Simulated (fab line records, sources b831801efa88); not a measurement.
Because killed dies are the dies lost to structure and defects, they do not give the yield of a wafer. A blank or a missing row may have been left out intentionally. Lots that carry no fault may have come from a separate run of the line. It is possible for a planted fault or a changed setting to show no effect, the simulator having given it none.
A struck lot beside a sound one | flow sky130 | 15 out of 708 route steps
Sound: these wafers, L160.3, L160.4, L160.5. Struck: wafer L174.6 (left out: L174.1, L174.3 of the same lot, which were not struck); the cause appears at the end.
For every step that has rows: the tool of each side, followed by ch and its chambers, followed by its first start. Under that, the readings that differ: sound wafers | struck wafers | difference of the means | sigmas: that difference in standard deviations of wafers without a fault.
alike: words and numbers the same on both sides, and readings whose means are apart by under 2 such deviations; not compared: readings that were withheld, readings missing a value for some wafer, numbers with overlapping values and no deviation given by the record, and bounds like >300 which may hide the same value.
The two part at a step that has a row with sigmas, a row that says differs or no value, or rows on one side only. Numbers that have no deviation but don't overlap get no sigmas and don't part them. Lack of a reading on every wafer of one side parts them only where that side has two or more wafers.

first, 3 steps without rows for these wafers: SKY_METAL1_EXPOSE_12 (exposes mask MM1, target cd 140 nm); SKY_METAL1_PEB_13; SKY_METAL1_DEVELOP_14 (develop time 60 s).
SKY_METAL1_CD_MEAS_15: the cd target is 140 nm.
  sound on cd_sem-01, day 33 23:44; struck on cd_sem-01, day 38 18:30
  alike: cd_nm
SKY_METAL1_OVL_MEAS_16:
  sound on overlay-01, day 33 23:50; struck on overlay-02, day 38 18:37
  alike: METAL1_OVL
SKY_METAL1_DESCUM_17: chemistry O2, time 8 s.
  sound on rie_metal-04 ch 0,1, day 33 23:52; struck on rie_metal-04 ch 0, day 38 18:39
  alike: drypump_motor_current_A, oes_product_au
  not compared: rf_hours_counter_h
SKY_METAL1_ETCH_18: etches BARC in N2/H2, stops on SiO2, time 45.9 s, target depth 60 nm.
  sound on rie_metal-04 ch 0,1, day 33 23:55; struck on rie_metal-04 ch 0, day 38 18:41
  alike: drypump_motor_current_A, oes_product_au, throttle_valve_pct
  not compared: rf_hours_counter_h
SKY_METAL1_METAL_ETCH_19: etches the open film in Cl2/BCl3, stops on SiO2, target depth 360 nm, time 78 s.
  sound on rie_metal-04 ch 0,1, day 33 23:59; struck on rie_metal-04 ch 0, day 38 18:45
  alike: drypump_motor_current_A, oes_product_au, throttle_valve_pct
  not compared: rf_hours_counter_h
SKY_METAL1_STRIP_20: strips in O2/N2.
  sound on plasma_asher-04 ch 0,1, day 34 00:04; struck on plasma_asher-03 ch 0, day 38 18:50
  alike: drypump_motor_current_A, oes_product_au, strip_time_to_endpoint_s
  not compared: rf_hours_counter_h
then, 3 steps without rows for these wafers: SKY_METAL1_STRIP_21 (strips in post etch residue remover, time 1200 s); SKY_METAL1_CLEAN_22 (cleans in IPA, time 180 s); SKY_METAL1_CLEAN_23 (cleans in O3/DIW).
SKY_VIA1_HDPCVD_00: deposits SiO2, target thk 1030 nm, time 171.7 s.
  sound on hdpcvd-02 ch 0,1, day 34 00:38; struck on hdpcvd-02 ch 0, day 38 19:26
  reading                                  | sound          | struck | difference | sigmas
  model.SiO2_of_VIA1_HDPCVD_00.thk_nm (nm) | 1030 1029 1022 | 754.5  | -272.5     |
SKY_VIA1_THK_MEAS_01:
  sound on film_metro-03, day 34 00:46; struck on film_metro-02, day 38 19:32
  reading              | sound          | struck | difference | sigmas
  VIA1_HDPCVD_THK (nm) | 1030 1029 1021 | 755    | -272       | -30
SKY_VIA1_CMP_02: polishes SiO2.
  sound on cmp-02 ch 0,1,3, day 34 00:54; struck on cmp-01 ch 3, day 38 19:36
  alike: motor_current_A

## WHERE THEY PART
Within this record, at SKY_VIA1_THK_MEAS_01 only. Later steps at which nothing parts them and some readings are alike: SKY_VIA1_CMP_02.

WHY: the cause the simulator had injected
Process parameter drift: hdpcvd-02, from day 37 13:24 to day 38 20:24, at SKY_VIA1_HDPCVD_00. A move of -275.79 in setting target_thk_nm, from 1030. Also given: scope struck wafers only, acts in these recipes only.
